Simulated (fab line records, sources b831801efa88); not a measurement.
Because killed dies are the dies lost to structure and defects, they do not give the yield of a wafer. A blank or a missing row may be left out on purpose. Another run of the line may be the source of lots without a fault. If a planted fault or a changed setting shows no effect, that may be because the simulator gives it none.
Which tool is to blame? -- flow sky130 -- 24 lots with 72 wafers sampled at 5 steps, on a route of 708 steps

WHAT THE GAUGES SHOWED, per wafer
SKY_NWELL_TW_MEAS_15.
lot,measured,on,NWELL_TW
L074,day 4 22:03,film_metro-01,1798 1802 1796
L075,day 5 06:56,film_metro-03,1813 1816 1822
L076,day 5 09:53,film_metro-02,1834 1827 1837
L077,day 5 12:04,film_metro-02,1833 1828 1828
L078,day 5 17:35,film_metro-03,1806 1817 1807
L079,day 6 01:34,film_metro-01,1803 1808 1805
L081,day 6 09:59,film_metro-01,1792 1810 1798
L080,day 6 10:21,film_metro-03,1821 1817 1817
L082,day 6 13:04,film_metro-03,1821 1832 1820
L083,day 6 18:32,film_metro-03,1822 1830 1823
L084,day 7 02:22,film_metro-01,1804 1800 1810
L085,day 7 09:23,film_metro-01,1809 1804 1805
L086,day 7 12:37,film_metro-01,1822 1805 1811
L087,day 7 15:50,film_metro-03,1818 1816 1813
L088,day 7 22:02,film_metro-01,1799 1819 1807
L089,day 8 04:17,film_metro-01,1785 1797 1800
L090,day 8 10:31,film_metro-01,1804 1798 1808
L091,day 8 15:56,film_metro-01,1793 1794 1794
L092,day 8 22:44,film_metro-01,1793 1792 1792
L093,day 9 01:35,film_metro-02,1822 1835 1812
L094,day 9 13:59,film_metro-02,1824 1821 1820
L095,day 9 19:20,film_metro-03,1812 1814 1807
L096,day 9 23:56,film_metro-03,1808 1809 1817
L097,day 10 04:51,film_metro-03,1825 1820 1822

SKY_METAL3_OVL_MEAS_14.
lot,measured,on,METAL3_OVL (nm)
L074,day 39 04:41,overlay-02,4 5 -2
L075,day 39 13:04,overlay-01,2 2 11
L076,day 39 10:54,overlay-01,2 1 7
L077,day 39 16:23,overlay-02,11 13 9
L078,day 39 21:13,overlay-01,8 1 6
L079,day 40 02:29,overlay-02,7 14 8
L081,day 40 15:34,overlay-02,8 9 4
L080,day 40 21:02,overlay-01,9 8 7
L082,day 40 21:37,overlay-02,11 4 17
L083,day 41 07:38,overlay-01,8 4 -4
L084,day 41 15:57,overlay-02,1 0 3
L085,day 42 00:44,overlay-02,2 -2 5
L086,day 42 02:52,overlay-02,2 11 5
L087,day 42 07:47,overlay-02,3 6 7
L088,day 42 12:49,overlay-01,2 -2 3
L089,day 42 19:49,overlay-01,4 14 13
L090,day 43 06:32,overlay-02,18 10 18
L091,day 43 07:16,overlay-01,1 3 -5
L092,day 43 19:52,overlay-01,4 2 1
L093,day 43 21:14,overlay-01,5 4 13
L094,day 44 07:49,overlay-02,5 1 11
L095,day 44 13:40,overlay-02,-1 1 -5
L096,day 44 16:00,overlay-01,11 9 9
L097,day 44 21:38,overlay-02,6 5 3

WHICH TOOL RAN EACH LOT (tool, then ch and the chambers of the sampled wafers, then the start)
lot,SKY_VT_ADJUST_HVTR_STRIP_10,SKY_LOCAL_INTERCONNECT_METAL_ETCH_14,SKY_CAPM_CVD_00
L074,"plasma_asher-02 ch 0,1, day 9 21:33","rie_metal-03 ch 0,1, day 31 02:31","pecvd-02 ch 0,1,2, day 37 00:39"
L075,"plasma_asher-02 ch 0,1, day 10 08:44","rie_metal-04 ch 0,1, day 31 12:50","pecvd-03 ch 0,1,2, day 37 10:13"
L076,"plasma_asher-04 ch 0,1, day 10 09:42","rie_metal-03 ch 0,1, day 31 09:41","pecvd-01 ch 0,1,2, day 37 08:01"
L077,"plasma_asher-04 ch 0,1, day 10 14:41","rie_metal-04 ch 0,1, day 31 16:50","pecvd-02 ch 0,1, day 37 13:39"
L078,"plasma_asher-01 ch 0,1, day 10 19:58","rie_metal-02 ch 0,1, day 31 20:47","pecvd-03 ch 0,1,2, day 37 18:52"
L079,"plasma_asher-04 ch 0,1, day 11 06:29","rie_metal-04 ch 0,1, day 32 02:25","pecvd-03 ch 0,1, day 37 23:56"
L081,"plasma_asher-02 ch 0, day 11 16:30","rie_metal-04 ch 1, day 32 18:36","pecvd-03 ch 0,1, day 38 13:41"
L080,"plasma_asher-04 ch 0,1, day 11 17:11","rie_metal-02 ch 0,1, day 32 22:34","pecvd-02 ch 0,1,2, day 38 18:20"
L082,"plasma_asher-02 ch 0,1, day 11 18:58","rie_metal-03 ch 0,1, day 32 23:31","pecvd-03 ch 0,1,2, day 38 18:44"
L083,"plasma_asher-02 ch 0,1, day 12 03:17","rie_metal-04 ch 0,1, day 33 10:51","pecvd-03 ch 0,1,2, day 39 05:58"
L084,"plasma_asher-04 ch 0,1, day 12 13:11","rie_metal-03 ch 0,1, day 33 20:16","pecvd-03 ch 0,1,2, day 39 14:46"
L085,"plasma_asher-04 ch 0,1, day 12 19:51","rie_metal-04 ch 1, day 34 04:59","pecvd-01 ch 0,1,2, day 39 23:31"
L086,"plasma_asher-01 ch 0,1, day 13 00:50","rie_metal-02 ch 0, day 34 06:54","pecvd-03 ch 0,2, day 40 01:32"
L087,"plasma_asher-01 ch 0,1, day 13 05:46","rie_metal-02 ch 0,1, day 34 14:05","pecvd-02 ch 0,1,2, day 40 06:32"
L088,"plasma_asher-01 ch 0,1, day 13 14:30","rie_metal-04 ch 1, day 34 21:00","pecvd-02 ch 0,1,2, day 40 12:05"
L089,"plasma_asher-01 ch 0,1, day 13 20:26","rie_metal-04 ch 0,1, day 35 02:41","pecvd-01 ch 0,1, day 40 18:47"
L090,"plasma_asher-01 ch 0,1, day 14 05:15","rie_metal-02 ch 0,1, day 35 13:13","pecvd-03 ch 0,1,2, day 41 05:44"
L091,"plasma_asher-04 ch 0,1, day 14 09:54","rie_metal-03 ch 1, day 35 15:50","pecvd-01 ch 1,2, day 41 06:44"
L092,"plasma_asher-02 ch 0,1, day 14 20:15","rie_metal-02 ch 0,1, day 36 07:38","pecvd-01 ch 0,2, day 41 20:26"
L093,"plasma_asher-04 ch 0, day 14 22:52","rie_metal-04 ch 0,1, day 36 08:33","pecvd-03 ch 0,1, day 41 22:16"
L094,"plasma_asher-01 ch 0,1, day 15 12:57","rie_metal-04 ch 0,1, day 36 19:39","pecvd-02 ch 1,2, day 42 08:47"
L095,"plasma_asher-02 ch 0,1, day 15 22:31","rie_metal-02 ch 0,1, day 37 02:33","pecvd-03 ch 0,1, day 42 15:47"
L096,"plasma_asher-02 ch 0,1, day 16 03:23","rie_metal-04 ch 0,1, day 37 06:11","pecvd-02 ch 0,1,2, day 42 17:57"
L097,"plasma_asher-02 ch 1, day 16 11:24","rie_metal-03 ch 1, day 37 11:30","pecvd-01 ch 2, day 42 23:56"
- SKY_VT_ADJUST_HVTR_STRIP_10: strips in O2/N2.
- SKY_LOCAL_INTERCONNECT_METAL_ETCH_14: etches TiN in Cl2/BCl3, stops on PSG, target depth 110 nm, time 31.4 s.
- SKY_CAPM_CVD_00: deposits SiO2, target thk 15.5 nm.

AS READ BY THE TOOLS THEMSELVES (means over the sampled wafers that have a number; for cases with no such wafer, the mark the record gives instead)
SKY_VT_ADJUST_HVTR_STRIP_10.
lot,tool,drypump_motor_current_A (A),n2_flow_sccm (sccm),oes_product_au (a.u.),strip_time_to_endpoint_s (s)
L074,plasma_asher-02,5.7,300.1,0.716,14.11
L075,plasma_asher-02,5.7,300.4,0.718,14.25
L076,plasma_asher-04,5.8,300.7,0.715,14.22
L077,plasma_asher-04,5.8,300.0,0.715,14.19
L078,plasma_asher-01,6.0,300.2,0.715,14.18
L079,plasma_asher-04,5.7,300.5,0.714,14.20
L081,plasma_asher-02,6.0,300.0,0.718,14.11
L080,plasma_asher-04,5.8,301.0,0.715,14.21
L082,plasma_asher-02,5.3,300.4,0.720,14.14
L083,plasma_asher-02,5.3,299.1,0.715,14.11
L084,plasma_asher-04,5.8,299.7,0.713,14.25
L085,plasma_asher-04,5.8,301.4,0.717,14.13
L086,plasma_asher-01,6.0,299.3,0.718,14.19
L087,plasma_asher-01,6.3,300.3,0.714,14.22
L088,plasma_asher-01,6.3,300.6,0.715,14.15
L089,plasma_asher-01,6.3,300.2,0.718,14.25
L090,plasma_asher-01,6.3,300.4,0.718,14.21
L091,plasma_asher-04,5.8,300.1,0.715,14.25
L092,plasma_asher-02,5.7,298.7,0.715,14.18
L093,plasma_asher-04,5.9,298.8,0.717,14.24
L094,plasma_asher-01,6.0,301.0,0.717,14.18
L095,plasma_asher-02,5.3,300.3,0.715,14.25
L096,plasma_asher-02,5.7,299.6,0.716,14.21
L097,plasma_asher-02,5.0,299.9,0.717,14.19

SKY_LOCAL_INTERCONNECT_METAL_ETCH_14.
lot,tool,drypump_motor_current_A (A),oes_product_au (a.u.),throttle_valve_pct (%)
L074,rie_metal-03,6.2,0.928,21.915
L075,rie_metal-04,5.0,0.933,21.903
L076,rie_metal-03,5.9,0.941,21.899
L077,rie_metal-04,4.9,0.942,21.899
L078,rie_metal-02,5.4,0.941,21.892
L079,rie_metal-04,4.9,0.947,21.895
L081,rie_metal-04,5.2,0.945,21.887
L080,rie_metal-02,5.7,0.933,21.902
L082,rie_metal-03,6.2,0.934,21.912
L083,rie_metal-04,5.0,0.949,21.893
L084,rie_metal-03,5.9,0.944,21.899
L085,rie_metal-04,5.2,0.942,21.913
L086,rie_metal-02,5.2,0.937,21.900
L087,rie_metal-02,5.4,0.938,21.891
L088,rie_metal-04,5.2,0.950,21.900
L089,rie_metal-04,5.0,0.936,21.908
L090,rie_metal-02,5.5,0.941,21.903
L091,rie_metal-03,6.5,0.952,21.892
L092,rie_metal-02,5.7,0.940,21.906
L093,rie_metal-04,4.8,0.951,21.898
L094,rie_metal-04,4.9,0.954,21.901
L095,rie_metal-02,5.7,0.944,21.899
L096,rie_metal-04,4.9,0.935,21.904
L097,rie_metal-03,6.5,0.944,21.899

SKY_CAPM_CVD_00.
lot,tool,heater_power_w (W),susceptor_temp_C (C)
L074,pecvd-02,686,400.19
L075,pecvd-03,714,399.84
L076,pecvd-01,770,399.94
L077,pecvd-02,644,400.20
L078,pecvd-03,708,400.27
L079,pecvd-03,661,400.02
L081,pecvd-03,634,400.02
L080,pecvd-02,735,400.12
L082,pecvd-03,752,399.93
L083,pecvd-03,716,399.97
L084,pecvd-03,688,399.98
L085,pecvd-01,745,399.89
L086,pecvd-03,683,399.97
L087,pecvd-02,745,399.89
L088,pecvd-02,693,400.01
L089,pecvd-01,697,399.81
L090,pecvd-03,686,399.98
L091,pecvd-01,813,399.99
L092,pecvd-01,805,399.93
L093,pecvd-03,611,400.08
L094,pecvd-02,765,399.93
L095,pecvd-03,612,400.04
L096,pecvd-02,737,400.12
L097,pecvd-01,844,399.94

THE ANSWER, worked out from the rows above alone
Rule: usual is defined by the lots themselves. The widest of any qualifying gaps counts: lots, ordered by their means at a reading, are off when they make up no more than a third of the lots, leave a main group of 4 or more, and stand apart from it by 3 or more times the standard deviation of that group's means. The tables above print the reading to a certain number of digits; a main group whose means all agree to those digits is not used. A lot without any number at a reading at which 4 lots or more have one is off too. All remaining lots with rows at the step are treated as sound. Order of review: gauges by route order, followed by the tools' own readings, for which a lot's mean as printed above is used. At the first step where some lot is off, the reading lying furthest off is the one used; lots without a number count as furthest.
None of the lots is off at any reading shown; this tells nothing.

WHAT THE SIMULATOR HAD PUT IN
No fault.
